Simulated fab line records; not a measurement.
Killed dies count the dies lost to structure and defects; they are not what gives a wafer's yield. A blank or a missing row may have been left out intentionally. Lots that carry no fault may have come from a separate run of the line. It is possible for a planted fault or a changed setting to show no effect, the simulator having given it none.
Problem report, 8D (eight disciplines) form, completed by code -- flow sky130 -- the parts of the form that need people (team, actions taken, sign-off) are left out

## 1. WHAT IS WRONG
Mean of oes product au at SKY_SD_N_STRIP_11: 0.373 a.u. over 3 wafers from 1 lot, against 0.528 a.u. (standard deviation 0.004) on wafers with no fault. That is -39 standard deviations from the usual mean.
The step: strips in O2/N2.
The first sign was on wafer L315.1 at day 31 09:01, on plasma asher-04. At this step, 15 wafers from 5 lots have a number in the record. By rule, "out" or "out of limits" means more than 4 standard deviations away from the usual mean. The other wafers with a number count as sound.

## 2. WHAT IT IS; WHAT IT IS NOT
question,is,is not
which readings at this step,oes product au,drypump motor current A
which lots,L315,"L309, L313, L317, L327"
which wafers of those lots,all that have a number,-
read on which tools,plasma asher-04,"plasma asher-02, plasma asher-03"
when,from day 31 09:01,"up to then (6 sound wafers); but 6 sound wafers of L317, L327 came after"

## 3. WHAT RULES OUT EACH SUSPECT
Counting: a tool at any process step up to the reading remains a suspect when it ran all the lots that are out and ran no sound lot after the first of those.
- plasma asher-04 at SKY_SD_N_STRIP_11 (strips in O2/N2): kept. It ran the lot that is out, L315 (day 31 09:01), and no sound lot after that; its last sound lot up to then is L313 (day 31 02:29). Its own readings are out on those wafers: oes product au.
Left after counting: plasma asher-04 at SKY_SD_N_STRIP_11.

## 4. THE CAUSE (what the simulator had put in)
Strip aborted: plasma asher-04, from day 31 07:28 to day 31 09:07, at SKY_SD_N_STRIP_11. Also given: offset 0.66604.
This tool alone remained once counting was done.

## 5. SEQUENCE OF EFFECTS, ordered by route
One row per reading whose mean, taken over the struck wafers that have a number, lies over 3 standard deviations from the usual. Only readings for which the record gives a usual standard deviation are gone through. hours: the time from each lot's start at the first step in this table that gives one to its start at this step, as a median over the lots. sigmas: the change in usual standard deviations.
hours,step,reading,usual,on struck wafers,change,sigmas
0,SKY_SD_N_STRIP_11,oes product au,0.528 a.u.,0.373,-0.155,-39
The process steps in it:
- SKY_SD_N_STRIP_11: strips in O2/N2.
Readings that are blank on the struck wafers while sound wafers have them: strip time to endpoint s at SKY_SD_N_STRIP_11.
Later measuring or inspecting steps at which every struck wafer that the step has a row for has a number for every such reading, and none has moved that far: SKY_SD_N_TW_MEAS_12.

## 6. WHAT WOULD HAVE CAUGHT IT SOONER
First out-of-limits reading in this record: day 31 09:01, which is 2 hours after fault onset at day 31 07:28.
